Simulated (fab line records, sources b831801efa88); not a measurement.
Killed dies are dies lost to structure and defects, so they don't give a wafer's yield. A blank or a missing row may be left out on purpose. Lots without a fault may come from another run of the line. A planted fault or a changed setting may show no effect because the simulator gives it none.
Which tool did it? | flow sky130 | 11 lots, 33 wafers sampled, at 3 steps of a route of 708

WHAT THE GAUGES READ, wafer by wafer
SKY_VT_ADJUST_LVTN_TW_MEAS_10. Usual: VT_ADJUST_LVTN_TW 242.3, standard deviation 2.1.
lot  | measured     | on            | VT_ADJUST_LVTN_TW | flag
L602 | day 7 04:15  | film_metro-04 | 240.3 238.5 239.5 |
L603 | day 7 11:45  | film_metro-03 | 242.6 242.9 243.1 |
L606 | day 8 12:09  | film_metro-03 | 243.2 242.7 242.8 |
L605 | day 8 12:56  | film_metro-04 | 239.3 240.4 239.5 |
L608 | day 8 18:56  | film_metro-02 | 245.7 246.2 245.8 |
L611 | day 9 15:16  | film_metro-04 | 240.3 242.1 239.8 |
L612 | day 9 21:10  | film_metro-03 | 242.1 242.6 243.4 |
L613 | day 10 01:44 | film_metro-04 | 239.5 239.5 239.7 |
L621 | day 12 08:49 | film_metro-04 | 240.5 240.6 242.2 |
L623 | day 12 19:45 | film_metro-03 | 241.9 242.9 242.9 |
L624 | day 13 07:39 | film_metro-03 | 242.5 242.5 241.6 |

SKY_GATE_OXIDE_THK_MEAS_02. Usual: GATE_OXIDE_OXIDATION_00_THK 10.23 nm, standard deviation 0.22.
lot  | measured     | on            | GATE_OXIDE_OXIDATION_00_THK (nm) | flag
L602 | day 13 00:56 | film_metro-04 | 10.51 10.51 10.55                |
L603 | day 13 06:48 | film_metro-04 | 10.20 10.32 10.33                |
L606 | day 14 16:48 | film_metro-01 | 10.21 9.96 10.26                 |
L605 | day 14 18:13 | film_metro-04 | 10.41 10.31 10.31                |
L608 | day 16 02:28 | film_metro-04 | 10.30 10.24 10.20                |
L611 | day 16 02:29 | film_metro-01 | 10.12 10.32 10.20                |
L612 | day 16 14:51 | film_metro-04 | 12.42 12.72 12.49                | OFF
L613 | day 16 14:50 | film_metro-01 | 12.51 12.55 12.39                | OFF
L621 | day 19 11:26 | film_metro-01 | 10.51 10.33 10.51                |
L623 | day 21 08:38 | film_metro-01 | 9.62 10.03 9.92                  |
L624 | day 21 08:38 | film_metro-02 | 10.16 9.97 10.21                 |

WHICH TOOL RAN EACH LOT (tool, then ch and the chambers of the sampled wafers, then the start)
lot  | SKY_GATE_OXIDE_OXIDATION_01
L602 | furnace-01 ch 0, day 12 23:31
L603 | furnace-02 ch 0, day 13 05:23
L606 | furnace-01 ch 0, day 14 15:23
L605 | furnace-01 ch 0, day 14 16:48
L608 | furnace-01 ch 0, day 16 01:00
L611 | furnace-01 ch 0, day 16 01:00
L612 | furnace-01 ch 0, day 16 13:25
L613 | furnace-01 ch 0, day 16 13:25
L621 | furnace-02 ch 0, day 19 10:01
L623 | furnace-01 ch 0, day 21 07:13
L624 | furnace-01 ch 0, day 21 07:13
- SKY_GATE_OXIDE_OXIDATION_01: stabilise 600 s, purge 300 s, target thk 10.268 nm.

WHAT THE TOOLS THEMSELVES READ (means of the sampled wafers that have a number; where no wafer has one, the mark that the record gives instead)
SKY_GATE_OXIDE_OXIDATION_01. Usual: spike_tc_bottom_C 918.8 C, standard deviation 1; spike_tc_centre_C 900.7 C, standard deviation 1.2; spike_tc_lower_C 899.4 C, standard deviation 1; spike_tc_top_C 909.1 C, standard deviation 2.1; spike_tc_upper_C 899.3 C, standard deviation 0.99; tube_center_temp_C 900 C, standard deviation 0.079; tube_center_temp_C_max 902.2, standard deviation 0.38.
lot  | tool       | spike_tc_bottom_C (C) | spike_tc_centre_C (C) | spike_tc_lower_C (C) | spike_tc_top_C (C) | spike_tc_upper_C (C) | tube_center_temp_C (C) | tube_center_temp_C_max | flag
L602 | furnace-01 | 918.2                 | 899.9                 | 900.5                | 908.8              | 899.3                | 900                    | 902.4                  |
L603 | furnace-02 | 918.2                 | 901.4                 | 899.2                | 912.3              | 900.0                | 900                    | 902.2                  |
L606 | furnace-01 | 918.2                 | 900.2                 | 899.7                | 907.9              | 900.0                | 900                    | 902.0                  |
L605 | furnace-01 | 918.7                 | 900.9                 | 899.4                | 908.7              | 898.8                | 900                    | 902.7                  |
L608 | furnace-01 | 918.8                 | 900.1                 | 898.9                | 908.1              | 900.1                | 900                    | 902.1                  |
L611 | furnace-01 | 918.9                 | 901.0                 | 899.9                | 907.3              | 899.6                | 900                    | 902.2                  |
L612 | furnace-01 | 937.6                 | 920.0                 | 918.0                | 926.9              | 918.2                | 919                    | 920.6                  | OFF
L613 | furnace-01 | 937.1                 | 919.2                 | 918.3                | 925.9              | 917.2                | 918                    | 920.5                  | OFF
L621 | furnace-02 | 919.7                 | 900.3                 | 898.4                | 911.9              | 899.0                | 900                    | 902.1                  |
L623 | furnace-01 | 918.3                 | 900.9                 | 900.1                | 907.3              | 898.7                | 900                    | 902.0                  |
L624 | furnace-01 | 918.2                 | 899.2                 | 900.0                | 908.2              | 899.0                | 900                    | 902.2                  |

THE ANSWER, worked out from the rows above alone
Rule: a lot is off if the mean of its wafers that have a number lies more than 3 standard deviations from the usual mean. A lot without any number at a reading at which 4 lots or more have one is off too. The other lots that the step has rows for count as sound. The gauges are gone through in route order, then the tools' own readings, and for those a lot's mean is taken as printed above. The first step at which some lot is off is used, and at that step the reading that is off furthest; a lot without a number counts as furthest.
Off: L612, L613, at SKY_GATE_OXIDE_THK_MEAS_02 (GATE_OXIDE_OXIDATION_00_THK).
A tool fits if, at a process step before that reading, it ran every lot that is off, and no sound lot after the first of them. The gauges at SKY_GATE_OXIDE_THK_MEAS_02 aren't tried: what is off there is off at SKY_GATE_OXIDE_OXIDATION_01 too, on other tools, and a gauge's error can't cause that. None of those tried fits.

WHAT THE SIMULATOR HAD PUT IN
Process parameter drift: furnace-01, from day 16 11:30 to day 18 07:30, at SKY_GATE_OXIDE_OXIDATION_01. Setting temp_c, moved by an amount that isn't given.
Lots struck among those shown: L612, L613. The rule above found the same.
